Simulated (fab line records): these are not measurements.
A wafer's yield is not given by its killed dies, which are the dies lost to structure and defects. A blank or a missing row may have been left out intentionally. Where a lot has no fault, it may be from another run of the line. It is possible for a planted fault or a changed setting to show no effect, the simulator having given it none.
Split-lot trial ; flow sfq_line ; route with 325 steps; 5 lots, 23 wafers read

THE SPLIT
At SFQ_TRILAYER_I2_VIA_LITHO_COAT_072 (resist thk 62 nm), the setting resist_thk_nm was moved away from the recipe's 62 nm on 5 of the 23 wafers read, by -4.9% to -4.0%. All remaining wafers had this setting at the recipe value.

The reading is taken at the split's own step.

THE READING
BARC_of_TRILAYER_I2_VIA_LITHO_COAT_072.thk_nm (the simulator's own value, which no gauge read), in nm, at SFQ_TRILAYER_I2_VIA_LITHO_COAT_072 (resist thk 62 nm). The file gives no usual value for it. The 18 wafers here that ran the recipe average 62.01 nm, standard deviation 0.19 nm.

wafer;tool, chamber at the split;resist_thk_nm as run, nm;against the recipe;BARC_of_TRILAYER_I2_VIA_LITHO_COAT_072.thk_nm, nm;against lot-mates on the recipe
L074.1;litho_track-01, 0;62;recipe;62.34;-
L074.2;litho_track-01, 0;62;recipe;62.29;-
L074.5;litho_track-01, 0;62;recipe;62.42;-
L075.1;litho_track-03, 0;62;recipe;61.92;-
L075.2;litho_track-03, 0;62;recipe;61.72;-
L075.3;litho_track-03, 0;62;recipe;61.86;-
L075.6;litho_track-03, 0;62;recipe;61.86;-
L075.5;litho_track-03, 0;62;recipe;62;-
L079.1;litho_track-01, 0;62;recipe;62.05;-
L079.3;litho_track-01, 0;62;recipe;61.98;-
L079.4;litho_track-01, 0;62;recipe;62.02;-
L079.5;litho_track-01, 0;62;recipe;62.12;-
L079.6;litho_track-01, 0;62;recipe;62.09;-
L080.1;litho_track-03, 0;59.5;-4.0%;59.36;-2.45
L080.2;litho_track-03, 0;62;recipe;61.9;-
L080.3;litho_track-03, 0;59.5;-4.0%;59.53;-2.28
L080.4;litho_track-03, 0;59.5;-4.0%;59.22;-2.59
L080.5;litho_track-03, 0;62;recipe;61.72;-
L082.1;litho_track-03, 0;58.98;-4.9%;58.93;-3.05
L082.2;litho_track-03, 0;62;recipe;62.05;-
L082.3;litho_track-03, 0;62;recipe;61.88;-
L082.4;litho_track-03, 0;58.98;-4.9%;59.02;-2.96
L082.6;litho_track-03, 0;62;recipe;62.01;-

THE FIT
A straight line over all 23 wafers: BARC_of_TRILAYER_I2_VIA_LITHO_COAT_072.thk_nm changes by +0.639 nm for each +1% of resist_thk_nm; r = +0.99; the points scatter about the line by 0.18 nm.
The same after taking each lot's own level away (the mean of its wafers on the recipe; 23 wafers): +0.611 nm for each +1%; r = +1.00; scatter 0.085 nm.
The reading moves by 3 nm for the largest change in resist_thk_nm, on that fit.
From 61.810 to 62.350 nm: that is the span of the lots' own levels, equal to 2.9 times the standard deviation above.
The two slopes are in agreement: the lot-to-lot level therefore moves the slope only a little.
Check: for one of the wafers moved furthest among these (-4.9%), held out of the fit, the line's prediction against its lot-mates is -2.95 nm. Against them it came out at -3.05 nm.

FURTHER SPLITS ON THESE WAFERS
Note: prior to the reading, these wafers also went through further splits. Each is held against what the fit with the lots' levels taken away leaves over:
other split on the same wafers;wafers away from the commonest value;r with BARC_of_TRILAYER_I2_VIA_LITHO_COAT_072.thk_nm (lot level and that fit taken away)
SFQ_TRILAYER_I1_VIA_LITHO_COAT_049 resist_thk_nm;9;-0.30
SFQ_TRILAYER_M2_LITHO_EXPOSE_058 dose_mj;9;-0.11
SFQ_TRILAYER_I2_CMP_CMP_064 down_force_psi;8;-0.20

THE FILE'S OWN FIT
BARC_of_TRILAYER_I2_VIA_LITHO_COAT_072.thk_nm changes by +0.613 nm for each +1% of resist_thk_nm, r = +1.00.
